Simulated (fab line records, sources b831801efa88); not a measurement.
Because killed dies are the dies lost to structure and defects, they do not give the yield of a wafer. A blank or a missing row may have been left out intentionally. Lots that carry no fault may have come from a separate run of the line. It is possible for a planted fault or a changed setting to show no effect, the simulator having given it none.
fab line records	flow gf180mcu	part 1 of 2: steps 1 to 28 of 39
record lots=5	wafers=15	last-day=34
route steps=602 shown HV_LDD@218 NSD@235 PSD@248
lots that met no fault: taken from a fault-free run of the same line
start-h: the number of hours between the record's first day and the start of the first shown wafer of the lot	wait-h: hours from the lot's prior step to this one	" identical to the entry in the row above	L1.1+2: a single row standing in for several wafers	- no value, or no start given	* or withheld: withheld	< > ~ a bound
route shown NAME@n: NAME is a module with steps in the file, n the number in the route of the first one	usual: mean and standard deviation over wafers with no fault	same: alike in all rows	chamber/n: place in a boat	sites: readings site by site	_std_site: their standard deviation	_edge_site: inner sites' mean taken away from outer sites' mean	radius-mm: how far each site lies from the wafer's centre	mask NAME#n: copy n	behind: the most recent tool/chamber to have shaped the wafer	hold: the reason the lot was held/the length of the hold in hours/how it ended	device: which transistor (n, p or np) failed to switch	end of line: at the end of the route, the tests of the same wafers	for a step that has no rows: nothing shown but its recipe	killed: dies lost to structure and defects at the first sort, not the wafer's yield	map: a wafer's dies, x killed, . not, _ none there
set.NAME: the setting as run; set.NAME@STEP: as run at that earlier step	model.NAME: the simulator's own value behind a step, which no gauge read
lots at selected steps of the route; one table per step, one row per wafer
services: the hour from which a tool's chamber was out of use, counted from the record's first day as start-h (under 0 if before that day), plus the number of hours and why
## steps
# step GF_HV_LDD_SOFTBAKE_42
# recipe temp-c=90	time-s=60	resist=NOVOLAK
# same time-s=60
lot.wafer	tool	chamber	start-h	wait-h
L084.2+5+6	litho-track-02	0	342.48	0.1
L086.2+5+6	litho-track-03	0	354.48	0.1
L089.4+5+6	litho-track-02	0	384.03	0.1
L093.2+3+6	litho-track-04	0	413.86	0.1
L096.1+2+6	litho-track-03	0	438.35	0.1
# step GF_HV_LDD_EXPOSE_43
# recipe mask-id=Pplus_HV_AREA	target-cd-nm=400	na=0.6	source-shape=conventional	sigma-outer=0.6	dose-mj=140
# usual stage-vel-mm-s=500.05/0.23
# same na=0.6
lot.wafer	tool	chamber	start-h	wait-h	mask	stage-vel-mm-s
L084.2	iline-stepper-01	0	-	-	Pplus_HV_AREA#0	500.17
L084.5	"	0	"	"	Pplus_HV_AREA#0	499.91
L084.6	"	0	"	"	Pplus_HV_AREA#0	500.25
L086.2	iline-stepper-01	0	-	-	Pplus_HV_AREA#0	499.60
L086.5	"	0	"	"	Pplus_HV_AREA#0	499.76
L086.6	"	0	"	"	Pplus_HV_AREA#0	500.03
L089.4	iline-stepper-01	0	-	-	Pplus_HV_AREA#0	500.14
L089.5	"	0	"	"	Pplus_HV_AREA#0	499.93
L089.6	"	0	"	"	Pplus_HV_AREA#0	499.92
L093.2	iline-stepper-02	0	-	-	Pplus_HV_AREA#0	500.16
L093.3	"	0	"	"	Pplus_HV_AREA#0	500.05
L093.6	"	0	"	"	Pplus_HV_AREA#0	500.19
L096.1	iline-stepper-02	0	-	-	Pplus_HV_AREA#0	499.89
L096.2	"	0	"	"	Pplus_HV_AREA#0	500.04
L096.6	"	0	"	"	Pplus_HV_AREA#0	499.97
# step GF_HV_LDD_PEB_44
# recipe temp-c=withheld	time-s=*	resist=NOVOLAK
# same time-s=*
lot.wafer	tool	chamber	start-h	wait-h
L084.2+5+6	litho-track-03	0	-	-
L086.2+5+6	litho-track-02	0	-	-
L089.4+5+6	litho-track-03	0	-	-
L093.2+3+6	litho-track-04	0	-	-
L096.1+2+6	litho-track-03	0	-	-
# step GF_HV_LDD_DEVELOP_45
# recipe develop-time-s=60	dev-temp-c=23
# usual developer-temp-C=23.02/0.097
lot.wafer	tool	chamber	start-h	wait-h	developer-temp-C
L084.2	litho-track-03	0	353.28	0.1	23.22
L084.5	"	0	"	"	22.96
L084.6	"	0	"	"	23.23
L086.2	litho-track-02	0	365.98	0.1	23.02
L086.5	"	0	"	"	22.93
L086.6	"	0	"	"	23.02
L089.4	litho-track-03	0	395.43	0.1	23.01
L089.5	"	0	"	"	23.01
L089.6	"	0	"	"	22.97
L093.2	litho-track-04	0	425.96	0.1	23.01
L093.3	"	0	"	"	23.04
L093.6	"	0	"	"	22.99
L096.1	litho-track-03	0	450.35	0.1	23.00
L096.2	"	0	"	"	23.14
L096.6	"	0	"	"	23.03
# step GF_HV_LDD_CD_MEAS_46
# recipe target-cd-nm=400
# usual cd-nm=400.5/1.9
lot.wafer	tool	chamber	start-h	wait-h	cd-nm
L084.2	cd-sem-02	-	353.42	0.1	403.8
L084.5	"	-	"	"	403.7
L084.6	"	-	"	"	404.4
L086.2	cd-sem-02	-	366.13	0.1	402.2
L086.5	"	-	"	"	401.7
L086.6	"	-	"	"	402.1
L089.4	cd-sem-01	-	395.56	0.1	400.0
L089.5	"	-	"	"	401.9
L089.6	"	-	"	"	398.4
L093.2	cd-sem-01	-	426.11	0.1	401.8
L093.3	"	-	"	"	401.7
L093.6	"	-	"	"	400.1
L096.1	cd-sem-02	-	450.50	0.1	403.0
L096.2	"	-	"	"	401.5
L096.6	"	-	"	"	403.3
# step GF_HV_LDD_OVL_MEAS_47
# usual HV_LDD_03_OVL=0.0/1.4
lot.wafer	tool	chamber	start-h	wait-h	HV_LDD_03_OVL[nm]
L084.2	overlay-02	-	353.53	0.1	0.1
L084.5	"	-	"	"	-0.4
L084.6	"	-	"	"	1.0
L086.2	overlay-02	-	366.23	0.1	-2.2
L086.5	"	-	"	"	-2.0
L086.6	"	-	"	"	-2.8
L089.4	overlay-02	-	395.64	0.1	-1.1
L089.5	"	-	"	"	0.3
L089.6	"	-	"	"	0.2
L093.2	overlay-01	-	426.21	0.1	-0.1
L093.3	"	-	"	"	0.9
L093.6	"	-	"	"	-0.2
L096.1	overlay-02	-	450.62	0.1	-0.4
L096.2	"	-	"	"	-2.4
L096.6	"	-	"	"	-1.4
# step GF_HV_LDD_IMPLANT_48
# recipe species=B	energy-kev=25	dose-cm2=3e+13	tilt-deg=7
# usual end-station-pressure-torr=5.16e-06/3e-07
# same implant-ion-amu=11
lot.wafer	tool	chamber	start-h	wait-h	end-station-pressure-torr
L084.2	implanter-02	0	353.58	0.0	5.36e-06
L084.5	"	0	"	"	5.42e-06
L084.6	"	0	"	"	4.74e-06
L086.2	implanter-04	0	366.29	0.0	4.81e-06
L086.5	"	0	"	"	5.39e-06
L086.6	"	0	"	"	4.72e-06
L089.4	implanter-04	0	395.73	0.1	4.8e-06
L089.5	"	0	"	"	5.2e-06
L089.6	"	0	"	"	5.57e-06
L093.2	implanter-02	0	426.27	0.0	4.76e-06
L093.3	"	0	"	"	5.63e-06
L093.6	"	0	"	"	4.9e-06
L096.1	implanter-04	0	450.66	0.0	5.3e-06
L096.2	"	0	"	"	5.16e-06
L096.6	"	0	"	"	5.31e-06
# step GF_HV_LDD_STRIP_49
# recipe chemistry=O2/N2	power-w=1400	pressure-mtorr=1500	platen-temp-c=250	o2-flow-sccm=3000	n2-flow-sccm=300	overash-fraction=0.5
# usual drypump-motor-current-A=5.6/0.34	heater-power-w=351/29	oes-product-au=0.716/0.0049	strip-time-to-endpoint-s=12.63/0.039
lot.wafer	tool	chamber	start-h	wait-h	drypump-motor-current-A	heater-power-w	oes-product-au	rf-hours-counter-h	strip-time-to-endpoint-s
L084.2	plasma-asher-02	0	353.71	0.1	5.8	362	0.713	22	12.57
L084.5	"	1	"	"	6.3	397	0.726	-	12.58
L084.6	"	0	"	"	5.8	359	0.713	-	12.56
L086.2	plasma-asher-02	1	366.41	0.1	6.3	427	0.715	24	12.58
L086.5	"	0	"	"	5.8	353	0.716	-	12.60
L086.6	"	1	"	"	6.3	401	0.717	-	12.60
L089.4	plasma-asher-01	1	395.84	0.1	5.8	348	0.708	-	12.62
L089.5	"	0	"	"	5.7	333	0.705	-	12.61
L089.6	"	1	"	"	5.9	358	0.713	-	12.64
L093.2	plasma-asher-02	1	426.39	0.1	6.3	414	0.715	30	12.65
L093.3	"	1	"	"	6.3	414	0.716	-	12.67
L093.6	"	0	"	"	5.8	353	0.708	-	12.67
L096.1	plasma-asher-04	0	450.81	0.1	5.1	317	0.706	81	12.69
L096.2	"	1	"	"	5.4	367	0.716	81	12.67
L096.6	"	1	"	"	5.4	377	0.727	-	12.65
# step GF_HV_LDD_TW_MEAS_50
# usual HV_LDD_4_TW=573/6
lot.wafer	tool	chamber	start-h	wait-h	HV_LDD_4_TW
L084.2	film-metro-01	-	353.82	0.1	582
L084.5	"	-	"	"	582
L084.6	"	-	"	"	579
L086.2	film-metro-04	-	366.52	0.1	572
L086.5	"	-	"	"	570
L086.6	"	-	"	"	573
L089.4	film-metro-04	-	395.94	0.1	573
L089.5	"	-	"	"	570
L089.6	"	-	"	"	574
L093.2	film-metro-01	-	426.50	0.1	582
L093.3	"	-	"	"	581
L093.6	"	-	"	"	579
L096.1	film-metro-03	-	450.91	0.1	561
L096.2	"	-	"	"	561
L096.6	"	-	"	"	560
# step GF_HV_LDD_CLEAN_51
# recipe chemistry=SC1/SC2	mix=1:4:20	temp-c=70	time-s=150	dry=n2-spin
# same time-s=150
lot.wafer	tool	chamber	start-h	wait-h
L084.2+5+6	wet-bench-02	0	353.87	0.0
L086.2+5+6	wet-bench-02	0	366.57	0.0
L089.4+5+6	wet-bench-02	2	395.97	0.0
L093.2+3+6	wet-bench-02	3	426.55	0.0
L096.1+2+6	wet-bench-02	2	450.97	0.1
# step GF_HV_LDD_RTA_52
# recipe temp-c=1000	time-s=10	ambient=N2
# usual lamp-power-pct=30.07/0.032	wafer_temp_C_max=1006.6/1.9
# same time-s=10
lot.wafer	tool	chamber	start-h	wait-h	lamp-power-pct	wafer_temp_C_max
L084.2	rtp-anneal-02	0	353.93	0.0	30.06	1006.3
L084.5	"	0	"	"	30.12	1007.3
L084.6	"	0	"	"	30.08	1007.5
L086.2	rtp-anneal-01	0	366.69	0.0	30.00	1004.2
L086.5	"	0	"	"	30.00	1004.4
L086.6	"	0	"	"	30.05	1005.1
L089.4	rtp-anneal-02	0	396.05	0.0	30.13	1008.9
L089.5	"	0	"	"	30.17	1008.6
L089.6	"	0	"	"	30.10	1008.3
L093.2	rtp-anneal-02	0	426.61	0.0	30.10	1006.5
L093.3	"	0	"	"	30.09	1007.8
L093.6	"	0	"	"	30.09	1006.2
L096.1	rtp-anneal-02	0	451.07	0.0	30.09	1006.2
L096.2	"	0	"	"	30.10	1008.0
L096.6	"	0	"	"	30.08	1007.6
# step GF_HV_LDD_RS_MEAS_53
# recipe thk-meas-gauge=four-point-probe
# usual HV_LDD_RS=418.0/0.93
lot.wafer	tool	chamber	start-h	wait-h	HV_LDD_RS[ohm/sq]
L084.2	film-metro-03	-	354.00	0.1	418.1
L084.5	"	-	"	"	417.3
L084.6	"	-	"	"	417.5
L086.2	film-metro-01	-	366.76	0.1	418.3
L086.5	"	-	"	"	418.8
L086.6	"	-	"	"	417.6
L089.4	film-metro-04	-	396.14	0.1	416.6
L089.5	"	-	"	"	417.4
L089.6	"	-	"	"	417.4
L093.2	film-metro-04	-	426.69	0.1	418.1
L093.3	"	-	"	"	418.4
L093.6	"	-	"	"	417.6
L096.1	film-metro-03	-	451.13	0.1	418.3
L096.2	"	-	"	"	416.5
L096.6	"	-	"	"	417.8
# step GF_HV_LDD_CVD_54
# recipe material=SiO2	target-thk-nm=10	precursor=TEOS	temp-c=680	time-s=75	pressure-mtorr=400
# same time-s=75
lot.wafer	tool	chamber	start-h	wait-h
L084.2+5+6	lpcvd-01	0	354.10	0.1
L086.2+5+6	lpcvd-01	0	368.01	1.2
L089.4+5+6	lpcvd-02	1	396.20	0.0
L093.2+3+6	lpcvd-01	0	426.79	0.1
L096.1+2+6	lpcvd-01	1	451.25	0.1
# step GF_HV_LDD_THK_MEAS_55
# recipe reads=SiO2_of_HV_LDD_CVD_54
# usual HV_LDD_CVD_54_THK=9.97/0.15
lot.wafer	tool	chamber	start-h	wait-h	HV_LDD_CVD_54_THK[nm]
L084.2	film-metro-01	-	355.13	0.0	10.07
L084.5	"	-	"	"	10.03
L084.6	"	-	"	"	10.10
L086.2	film-metro-03	-	369.04	0.0	9.89
L086.5	"	-	"	"	9.94
L086.6	"	-	"	"	9.98
L089.4	film-metro-04	-	397.76	0.0	9.97
L089.5	"	-	"	"	10.00
L089.6	"	-	"	"	10.11
L093.2	film-metro-03	-	427.82	0.0	9.95
L093.3	"	-	"	"	9.98
L093.6	"	-	"	"	9.99
L096.1	film-metro-03	-	452.27	0.0	10.02
L096.2	"	-	"	"	10.09
L096.6	"	-	"	"	10.01
# step GF_HV_LDD_CVD_56
# recipe material=Si3N4	precursor=DCS/NH3	target-thk-nm=90	temp-c=770	time-s=1543	pressure-mtorr=250
# same time-s=1543
lot.wafer	tool	chamber	start-h	wait-h
L084.2+5+6	lpcvd-02	0	355.18	0.0
L086.2+5+6	lpcvd-02	0	369.09	0.0
L089.4+5+6	lpcvd-02	1	397.79	0.0
L093.2+3+6	lpcvd-01	0	427.87	0.0
L096.1+2+6	lpcvd-02	1	452.33	0.1
# step GF_HV_LDD_THK_MEAS_57
# recipe reads=Si3N4_of_HV_LDD_CVD_56
# usual HV_LDD_CVD_56_THK=90.0/0.85
lot.wafer	tool	chamber	start-h	wait-h	HV_LDD_CVD_56_THK[nm]
L084.2	film-metro-04	-	356.62	0.0	90.0
L084.5	"	-	"	"	90.6
L084.6	"	-	"	"	90.5
L086.2	film-metro-01	-	370.53	0.0	90.0
L086.5	"	-	"	"	91.6
L086.6	"	-	"	"	90.8
L089.4	film-metro-03	-	399.97	0.0	89.8
L089.5	"	-	"	"	89.7
L089.6	"	-	"	"	90.0
L093.2	film-metro-03	-	429.31	0.0	90.3
L093.3	"	-	"	"	89.9
L093.6	"	-	"	"	90.2
L096.1	film-metro-03	-	453.76	0.0	90.2
L096.2	"	-	"	"	90.1
L096.6	"	-	"	"	90.0
# step GF_HV_LDD_ETCHBACK_58
# recipe chemistry=CH3F/O2	target=Si3N4	stop-on=SiO2	source-w=400	bias-w=80	pressure-mtorr=25	ch3f-flow-sccm=40	O2_flow_sccm=30	time-s=100	target-depth-a=900
# usual O2_flow_sccm=30.00/0.096	drypump-motor-current-A=5.35/0.29	oes-product-au=0.843/0.0059	throttle-valve-pct=10.561/0.0091
# same time-s=100
lot.wafer	tool	chamber	start-h	wait-h	O2_flow_sccm	drypump-motor-current-A	oes-product-au	rf-hours-counter-h	throttle-valve-pct
L084.2	rie-diel-01	3	356.67	0.0	29.87	5.17	0.843	0	10.568
L084.5	"	3	"	"	29.98	5.18	0.843	-	10.565
L084.6	"	1	"	"	30.07	5.50	0.849	-	10.568
L086.2	rie-diel-02	2	370.58	0.0	30.06	4.95	0.837	119	10.554
L086.5	"	1	"	"	30.18	5.98	0.847	-	10.567
L086.6	"	2	"	"	30.11	4.95	0.842	-	10.552
L089.4	rie-diel-02	1	400.03	0.1	29.93	5.95	0.844	-	10.558
L089.5	"	0	"	"	30.06	5.45	0.845	-	10.552
L089.6	"	3	"	"	29.95	5.39	0.846	-	10.557
L093.2	rie-diel-01	1	429.36	0.0	30.13	5.47	0.842	5	10.551
L093.3	"	2	"	"	29.94	5.22	0.839	2	10.555
L093.6	"	1	"	"	30.09	5.47	0.854	-	10.565
L096.1	rie-diel-04	0	453.82	0.1	29.89	4.90	0.839	25	10.580
L096.2	"	2	"	"	29.95	5.44	0.844	14	10.563
L096.6	"	0	"	"	29.81	4.89	0.844	-	10.575
# step GF_NSD_DEHYDRATE_00
# recipe temp-c=200	time-s=60
# same time-s=60
lot.wafer	tool	chamber	start-h	wait-h
L084.2+5+6	litho-track-01	0	366.58	9.9
L086.2+5+6	litho-track-04	0	381.41	10.8
L089.4+5+6	litho-track-04	0	411.31	11.2
L093.2+3+6	litho-track-02	0	441.43	12.0
L096.1+2+6	litho-track-01	0	465.25	11.4
# step GF_NSD_HMDS_01
# recipe prime-time-s=60	prime-temp-c=120
lot.wafer	tool	chamber	start-h	wait-h
L084.2+5+6	litho-track-01	0	366.73	0.1
L086.2+5+6	litho-track-04	0	381.56	0.1
L089.4+5+6	litho-track-04	0	411.46	0.1
L093.2+3+6	litho-track-02	0	441.58	0.1
L096.1+2+6	litho-track-01	0	465.40	0.1
# step GF_NSD_COAT_02
# recipe resist=NOVOLAK	spin-rpm=3000	resist-thk-nm=1000
# usual dispense-pressure-kPa=51.6/2.9
lot.wafer	tool	chamber	start-h	wait-h	dispense-pressure-kPa
L084.2	litho-track-01	0	366.88	0.1	48.5
L084.5	"	0	"	"	48.5
L084.6	"	0	"	"	48.5
L086.2	litho-track-04	0	381.71	0.1	54.9
L086.5	"	0	"	"	54.8
L086.6	"	0	"	"	54.9
L089.4	litho-track-04	0	411.61	0.1	54.9
L089.5	"	0	"	"	54.9
L089.6	"	0	"	"	55.0
L093.2	litho-track-02	0	441.73	0.1	53.5
L093.3	"	0	"	"	53.4
L093.6	"	0	"	"	53.4
L096.1	litho-track-01	0	465.55	0.1	48.5
L096.2	"	0	"	"	48.5
L096.6	"	0	"	"	48.5
# step GF_NSD_SOFTBAKE_03
# recipe temp-c=90	time-s=60	resist=NOVOLAK
# same time-s=60
lot.wafer	tool	chamber	start-h	wait-h
L084.2+5+6	litho-track-01	0	367.03	0.1
L086.2+5+6	litho-track-04	0	381.86	0.1
L089.4+5+6	litho-track-04	0	411.76	0.1
L093.2+3+6	litho-track-02	0	441.88	0.1
L096.1+2+6	litho-track-01	0	465.70	0.1
# step GF_NSD_EXPOSE_04
# recipe mask-id=Nplus	target-cd-nm=400	na=0.6	source-shape=conventional	sigma-outer=0.6	dose-mj=140
# usual stage-vel-mm-s=499.97/0.22
# same na=0.6
lot.wafer	tool	chamber	start-h	wait-h	mask	stage-vel-mm-s
L084.2	iline-stepper-01	0	-	-	Nplus#0	499.74
L084.5	"	0	"	"	Nplus#0	500.10
L084.6	"	0	"	"	Nplus#0	499.92
L086.2	iline-stepper-02	0	-	-	Nplus#0	499.97
L086.5	"	0	"	"	Nplus#0	500.16
L086.6	"	0	"	"	Nplus#0	500.01
L089.4	iline-stepper-01	0	-	-	Nplus#0	499.82
L089.5	"	0	"	"	Nplus#0	499.92
L089.6	"	0	"	"	Nplus#0	500.01
L093.2	iline-stepper-01	0	-	-	Nplus#0	500.24
L093.3	"	0	"	"	Nplus#0	500.10
L093.6	"	0	"	"	Nplus#0	499.92
L096.1	iline-stepper-01	0	-	-	Nplus#0	500.47
L096.2	"	0	"	"	Nplus#0	499.94
L096.6	"	0	"	"	Nplus#0	500.36
# step GF_NSD_PEB_05
# recipe temp-c=withheld	time-s=*	resist=NOVOLAK
# same time-s=*
lot.wafer	tool	chamber	start-h	wait-h
L084.2+5+6	litho-track-02	0	-	-
L086.2+5+6	litho-track-01	0	-	-
L089.4+5+6	litho-track-04	0	-	-
L093.2+3+6	litho-track-01	0	-	-
L096.1+2+6	litho-track-04	0	-	-
# step GF_NSD_DEVELOP_06
# recipe develop-time-s=60	dev-temp-c=23
# usual developer-temp-C=23.01/0.098
lot.wafer	tool	chamber	start-h	wait-h	developer-temp-C
L084.2	litho-track-02	0	377.98	0.1	23.08
L084.5	"	0	"	"	23.17
L084.6	"	0	"	"	23.05
L086.2	litho-track-01	0	392.98	0.1	22.88
L086.5	"	0	"	"	22.93
L086.6	"	0	"	"	23.01
L089.4	litho-track-04	0	423.76	0.1	23.02
L089.5	"	0	"	"	23.03
L089.6	"	0	"	"	23.13
L093.2	litho-track-01	0	453.98	0.1	23.13
L093.3	"	0	"	"	23.25
L093.6	"	0	"	"	23.12
L096.1	litho-track-04	0	477.29	0.1	22.99
L096.2	"	0	"	"	22.92
L096.6	"	0	"	"	22.99
# step GF_NSD_CD_MEAS_07
# recipe target-cd-nm=400
# usual cd-nm=400.5/1.9
lot.wafer	tool	chamber	start-h	wait-h	cd-nm
L084.2	cd-sem-01	-	378.13	0.1	402.5
L084.5	"	-	"	"	403.1
L084.6	"	-	"	"	404.3
L086.2	cd-sem-02	-	393.12	0.1	400.1
L086.5	"	-	"	"	396.9
L086.6	"	-	"	"	398.1
L089.4	cd-sem-02	-	423.90	0.1	399.1
L089.5	"	-	"	"	401.5
L089.6	"	-	"	"	400.6
L093.2	cd-sem-01	-	454.12	0.1	401.1
L093.3	"	-	"	"	399.1
L093.6	"	-	"	"	400.2
L096.1	cd-sem-02	-	477.44	0.1	399.6
L096.2	"	-	"	"	400.7
L096.6	"	-	"	"	401.2
# step GF_NSD_OVL_MEAS_08
# usual NSD_OVL=0.8/1.5
lot.wafer	tool	chamber	start-h	wait-h	NSD_OVL[nm]
L084.2	overlay-02	-	378.23	0.1	0.2
L084.5	"	-	"	"	-0.1
L084.6	"	-	"	"	0.7
L086.2	overlay-02	-	393.23	0.1	1.4
L086.5	"	-	"	"	2.1
L086.6	"	-	"	"	-0.9
L089.4	overlay-01	-	423.98	0.1	-0.8
L089.5	"	-	"	"	-0.5
L089.6	"	-	"	"	0.4
L093.2	overlay-01	-	454.23	0.1	1.6
L093.3	"	-	"	"	0.3
L093.6	"	-	"	"	2.0
L096.1	overlay-02	-	477.56	0.1	0.5
L096.2	"	-	"	"	-1.9
L096.6	"	-	"	"	1.8
# step GF_NSD_IMPLANT_09
# recipe species=As	energy-kev=60	dose-cm2=4e+15	tilt-deg=7
# usual end-station-pressure-torr=1.27e-05/1.6e-06
# same implant-ion-amu=75
lot.wafer	tool	chamber	start-h	wait-h	end-station-pressure-torr
L084.2	implanter-01	0	378.29	0.0	1.35e-05
L084.5	"	0	"	"	1.31e-05
L084.6	"	0	"	"	1.33e-05
L086.2	implanter-01	0	393.29	0.0	1.3e-05
L086.5	"	0	"	"	1.32e-05
L086.6	"	0	"	"	1.28e-05
L089.4	implanter-01	0	424.07	0.1	1.27e-05
L089.5	"	0	"	"	1.18e-05
L089.6	"	0	"	"	1.36e-05
L093.2	implanter-03	0	454.28	0.0	1.49e-05
L093.3	"	0	"	"	1.53e-05
L093.6	"	0	"	"	1.39e-05
L096.1	implanter-04	0	477.59	0.0	1.14e-05
L096.2	"	0	"	"	1.06e-05
L096.6	"	0	"	"	1.13e-05
# step GF_NSD_IMPLANT_10
# recipe species=P	energy-kev=40	dose-cm2=5e+14	tilt-deg=7
# usual end-station-pressure-torr=7.2e-06/3.5e-07
# same implant-ion-amu=31
lot.wafer	tool	chamber	start-h	wait-h	end-station-pressure-torr
L084.2	implanter-01	0	378.44	0.1	7.9e-06
L084.5	"	0	"	"	7.7e-06
L084.6	"	0	"	"	7e-06
L086.2	implanter-01	0	393.44	0.1	6.8e-06
L086.5	"	0	"	"	7.6e-06
L086.6	"	0	"	"	7.4e-06
L089.4	implanter-01	0	424.22	0.1	7e-06
L089.5	"	0	"	"	6.8e-06
L089.6	"	0	"	"	6.9e-06
L093.2	implanter-03	0	454.43	0.1	7e-06
L093.3	"	0	"	"	7.5e-06
L093.6	"	0	"	"	7e-06
L096.1	implanter-04	0	477.74	0.1	7.8e-06
L096.2	"	0	"	"	7.1e-06
L096.6	"	0	"	"	7.5e-06
